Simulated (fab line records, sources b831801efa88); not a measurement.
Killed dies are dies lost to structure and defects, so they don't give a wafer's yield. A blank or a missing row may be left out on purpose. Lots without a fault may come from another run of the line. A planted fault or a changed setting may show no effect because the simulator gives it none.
A struck lot beside a sound one | flow gf180mcu | 23 steps out of a route of 602
Sound: wafers L570.3, L570.5, L570.6. Struck: wafers L573.1, L573.2, L573.4. The cause comes at the end.
At each step with rows: each side's tool, then ch and its chambers, then its first start. Under that, the readings that differ: sound wafers | struck wafers | difference of the means | sigmas: that difference in standard deviations of wafers without a fault.
alike: readings whose means differ by less than 2 such deviations, and words and numbers that are the same on both sides. not compared: withheld readings, readings that some wafer has no value for, bounds like >300 that may hide the same value, and numbers for which the record gives no deviation and whose values overlap.
The two part at a step that has a row with sigmas, a row that says differs or no value, or rows on one side only. Numbers that don't overlap but have no deviation are shown without sigmas and don't part them. A reading that every wafer of one side lacks parts them only if that side has two wafers or more.

GF_CONTACT_RS_MEAS_25: measures by four-point-probe.
  sound on film_metro-01, day 18 23:19; struck on film_metro-02, day 20 00:28
  alike: CONTACT_W_RS
GF_CONTACT_THK_MEAS_26: measures by xrf.
  sound on film_metro-01, day 18 23:25; struck on film_metro-02, day 20 00:35
  alike: CONTACT_W_THK
GF_CONTACT_CMP_27: polishes, stops on SiO2, t overpolish 15 s, target thk 0 nm.
  sound on cmp-02 ch 0,2,3, day 18 23:33; struck on cmp-01 ch 0,1,3, day 20 00:39
  reading                | sound                | struck               | difference | sigmas
  overpolish_run_s (s)   | 14.996 15.001 14.984 | 15.020 15.018 15.003 | +0.020     | +2
  time_to_endpoint_s (s) | 71 68 65             | 81 80 83             | +13        | +3
  alike: motor_current_A, platen_rpm
GF_M1_SPUTTER_00: material Ti, target thk 37.5 nm, time 150 s.
  sound on pvd_sputter-01, day 18 23:45; struck on pvd_sputter-04, day 20 00:57
  alike: throttle_valve_pct
GF_M1_SPUTTER_01: material TiN, target thk 30 nm, time 25 s.
  sound on pvd_sputter-01, day 18 23:51; struck on pvd_sputter-04, day 20 01:03
  alike: throttle_valve_pct
then, 1 step without rows for these wafers: GF_M1_SPUTTER_02 (material AlCu, target thk 450 nm, time 23.9 s).
GF_M1_SPUTTER_03: material Ti, target thk 10 nm, time 6.7 s.
  sound on pvd_sputter-01, day 18 23:55; struck on pvd_sputter-04, day 20 01:07
  alike: throttle_valve_pct
GF_M1_SPUTTER_04: material TiN, target thk 50 nm, time 41.7 s.
  sound on pvd_sputter-01, day 18 23:56; struck on pvd_sputter-04, day 20 01:08
  alike: throttle_valve_pct
GF_M1_RS_MEAS_05: measures by four-point-probe.
  sound on film_metro-03, day 19 00:01; struck on film_metro-01, day 20 01:10
  alike: M1_ALCU_RS
GF_M1_THK_MEAS_06: measures by xrf.
  sound on film_metro-03, day 19 00:07; struck on film_metro-01, day 20 01:17
  alike: M1_ALCU_THK
then, 2 steps without rows for these wafers: GF_M1_DEHYDRATE_07 (time 60 s); GF_M1_HMDS_08 (prime time 60 s).
GF_M1_COAT_09: resist thk 1000 nm.
  sound on litho_track-03 ch 0, day 19 12:00; struck on litho_track-03 ch 0, day 20 13:03
  reading                             | sound          | struck          | difference | sigmas
  model.KrF_of_M1_COAT_09.thk_nm (nm) | 999.1 999 1003 | 958 961.8 957.2 | -41        |
  alike: resist_line_temp_C
then, 4 steps without rows for these wafers: GF_M1_SOFTBAKE_10 (time 60 s); GF_M1_EXPOSE_11 (exposes mask Metal1, target cd 230 nm); GF_M1_PEB_12 (peb time 90 s); GF_M1_DEVELOP_13 (develop time 60.98 s).
GF_M1_CD_MEAS_14: target cd 230 nm.
  sound on cd_sem-02, day 20 00:38; struck on cd_sem-01, day 21 01:37
  reading    | sound             | struck            | difference | sigmas
  cd_nm (nm) | 232.4 231.0 230.4 | 225.8 226.6 225.5 | -5.3       | -4
GF_M1_OVL_MEAS_15:
  sound on overlay-01, day 20 00:45; struck on overlay-01, day 21 01:44
  alike: M1_OVL
GF_M1_METAL_ETCH_16: etches the open film in Cl2/BCl3, stops on SiO2, target depth 750.8 nm, time 125.1 s.
  sound on rie_metal-02 ch 0,1, day 20 00:49; struck on rie_metal-01 ch 0,1, day 21 01:47
  reading                             | sound             | struck            | difference | sigmas
  oes_product_au (a.u.)               | 0.981 0.987 0.981 | 1.000 0.996 0.991 | +0.013     | +2
  model.KrF_of_M1_COAT_09.thk_nm (nm) | 691.7 687.5 694.3 | 636.5 637.4 636   | -54.5      |
  alike: bcl3_flow_sccm, drypump_motor_current_A, throttle_valve_pct
  not compared: rf_hours_counter_h
GF_M1_STRIP_17: strips in O2/N2.
  sound on plasma_asher-01 ch 0,1, day 20 00:56; struck on plasma_asher-01 ch 0,1, day 21 01:55
  reading                      | sound             | struck            | difference | sigmas
  oes_product_au (a.u.)        | 0.540 0.535 0.550 | 0.516 0.520 0.518 | -0.024     | -5
  strip_time_to_endpoint_s (s) | 7.45 7.42 7.48    | 6.92 6.92 6.89    | -0.54      | -10
  alike: drypump_motor_current_A, heater_power_w
  not compared: rf_hours_counter_h
then, 2 steps without rows for these wafers: GF_M1_STRIP_18 (strips in post etch residue remover, time 1200 s); GF_PASSIVATION_PROBE_99.

WHERE THEY PART
First at GF_CONTACT_CMP_27; last, within this record, at GF_M1_STRIP_17.

WHY: what the simulator had put in
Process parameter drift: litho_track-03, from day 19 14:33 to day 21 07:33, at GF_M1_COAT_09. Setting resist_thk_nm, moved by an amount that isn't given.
